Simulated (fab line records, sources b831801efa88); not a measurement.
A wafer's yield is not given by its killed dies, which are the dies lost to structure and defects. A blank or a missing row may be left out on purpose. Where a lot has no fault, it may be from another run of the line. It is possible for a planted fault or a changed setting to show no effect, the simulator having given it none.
Which tool did it? | flow gf180mcu | 36 wafers from 12 lots sampled at 3 of the route's 602 steps

== WHAT EACH GAUGE READ, for each wafer ==
GF_PSD_RS_MEAS_15: measurement is done with a four-point probe.
lot  | measured     | on            | PSD_RS (ohm/sq)
L825 | day 15 22:10 | film_metro-03 | 108.94 108.77 108.48
L828 | day 17 02:08 | film_metro-04 | 108.84 108.69 108.87
L833 | day 18 20:46 | film_metro-03 | 111.69 111.36 111.49
L834 | day 19 03:01 | film_metro-04 | 111.27 111.26 111.45
L841 | day 21 10:51 | film_metro-01 | 108.46 108.42 108.13
L842 | day 21 23:23 | film_metro-01 | 108.51 108.71 108.49
L843 | day 22 01:42 | film_metro-03 | 108.91 109.02 108.21
L844 | day 22 06:55 | film_metro-01 | 108.42 108.63 108.12
L845 | day 22 15:41 | film_metro-04 | 108.76 108.37 109.18
L846 | day 23 00:53 | film_metro-01 | 109.06 108.84 108.64
L847 | day 23 08:56 | film_metro-04 | 108.18 108.28 108.42
L848 | day 23 14:36 | film_metro-04 | 109.01 108.57 108.30

== TOOL THAT RAN EACH LOT (tool first, then ch and the chambers of the sampled wafers, then the start) ==
lot  | GF_PSD_IMPLANT_09               | GF_PSD_STRIP_10
L825 | implanter-01 ch 0, day 15 21:36 | plasma_asher-02 ch 0,1, day 15 21:43
L828 | implanter-02 ch 0, day 17 01:34 | plasma_asher-02 ch 1, day 17 01:43
L833 | implanter-02 ch 0, day 18 20:11 | plasma_asher-01 ch 1, day 18 20:19
L834 | implanter-02 ch 0, day 19 02:27 | plasma_asher-02 ch 0,1, day 19 02:36
L841 | implanter-04 ch 0, day 21 10:17 | plasma_asher-02 ch 0,1, day 21 10:26
L842 | implanter-01 ch 0, day 21 22:49 | plasma_asher-01 ch 0,1, day 21 22:58
L843 | implanter-01 ch 0, day 22 01:09 | plasma_asher-02 ch 0,1, day 22 01:15
L844 | implanter-02 ch 0, day 22 06:21 | plasma_asher-02 ch 0,1, day 22 06:30
L845 | implanter-01 ch 0, day 22 15:07 | plasma_asher-02 ch 0,1, day 22 15:16
L846 | implanter-02 ch 0, day 23 00:19 | plasma_asher-01 ch 0,1, day 23 00:28
L847 | implanter-01 ch 0, day 23 08:22 | plasma_asher-03 ch 0,1, day 23 08:31
L848 | implanter-02 ch 0, day 23 14:02 | plasma_asher-02 ch 0,1, day 23 14:11
- GF_PSD_IMPLANT_09
- GF_PSD_STRIP_10: strips in O2/N2.

== WHAT THE TOOLS THEMSELVES READ (means of the sampled wafers that have a number; where no wafer has one, the mark that the record gives instead) ==
GF_PSD_IMPLANT_09.
lot  | tool         | dose_ions_cm2 | faraday_current_uA
L825 | implanter-01 | 1.5029e+15    | 8399
L828 | implanter-02 | 1.5022e+15    | 8189
L833 | implanter-02 | 1.3813e+15    | 7525
L834 | implanter-02 | 1.3821e+15    | 7608
L841 | implanter-04 | 1.5018e+15    | 8364
L842 | implanter-01 | 1.4995e+15    | 8201
L843 | implanter-01 | 1.5010e+15    | 8179
L844 | implanter-02 | 1.4992e+15    | 8274
L845 | implanter-01 | 1.4987e+15    | 8373
L846 | implanter-02 | 1.5023e+15    | 8361
L847 | implanter-01 | 1.5003e+15    | 8347
L848 | implanter-02 | 1.4991e+15    | 8200

GF_PSD_STRIP_10.
lot  | tool            | drypump_motor_current_A (A) | heater_power_w (W) | oes_product_au (a.u.) | strip_time_to_endpoint_s (s)
L825 | plasma_asher-02 | 6.1                         | 364                | 0.593                 | 16.51
L828 | plasma_asher-02 | 6.2                         | 387                | 0.594                 | 16.57
L833 | plasma_asher-01 | 5.7                         | 278                | 0.598                 | 16.20
L834 | plasma_asher-02 | 6.1                         | 364                | 0.603                 | 16.28
L841 | plasma_asher-02 | 6.1                         | 364                | 0.594                 | 16.54
L842 | plasma_asher-01 | 5.4                         | 293                | 0.586                 | 16.52
L843 | plasma_asher-02 | 6.1                         | 362                | 0.594                 | 16.54
L844 | plasma_asher-02 | 6.1                         | 365                | 0.593                 | 16.54
L845 | plasma_asher-02 | 6.1                         | 362                | 0.594                 | 16.50
L846 | plasma_asher-01 | 5.4                         | 295                | 0.589                 | 16.57
L847 | plasma_asher-03 | 6.1                         | 299                | 0.590                 | 16.61
L848 | plasma_asher-02 | 6.1                         | 364                | 0.592                 | 16.63

== THE ANSWER, worked out from the rows above alone ==
Rule: what is usual is taken from the lots themselves. The widest of any qualifying gaps counts: lots, ordered by their means at a reading, are off when they make up no more than a third of the lots, leave a main group of 4 or more, and stand apart from it by 3 or more times the standard deviation of that group's means. Not used: any main group whose means are identical at the precision the tables above print for the reading. A lot without any number at a reading at which 4 lots or more have one is off too. Where the step has rows for the other lots, those lots are counted as sound. First the gauges in route order, then the tools' own readings, where a lot's mean is used as printed above. At the first step where some lot is off, the reading lying furthest off is the one used; lots without a number count as furthest.
Off: L833, L834, seen at GF_PSD_RS_MEAS_15 (PSD_RS). For the main group the mean is 108.61 ohm/sq and the standard deviation 0.19.
If a tool, at a process step before that reading, ran all the lots that are off and no sound lot after the first of them, it fits. Not tried: the gauges at GF_PSD_RS_MEAS_15; whatever is off there is also off at GF_PSD_IMPLANT_09, on other tools, and gauge error can't account for it. Of those tried, none fits.

== WHAT HAD BEEN PUT IN BY THE SIMULATOR ==
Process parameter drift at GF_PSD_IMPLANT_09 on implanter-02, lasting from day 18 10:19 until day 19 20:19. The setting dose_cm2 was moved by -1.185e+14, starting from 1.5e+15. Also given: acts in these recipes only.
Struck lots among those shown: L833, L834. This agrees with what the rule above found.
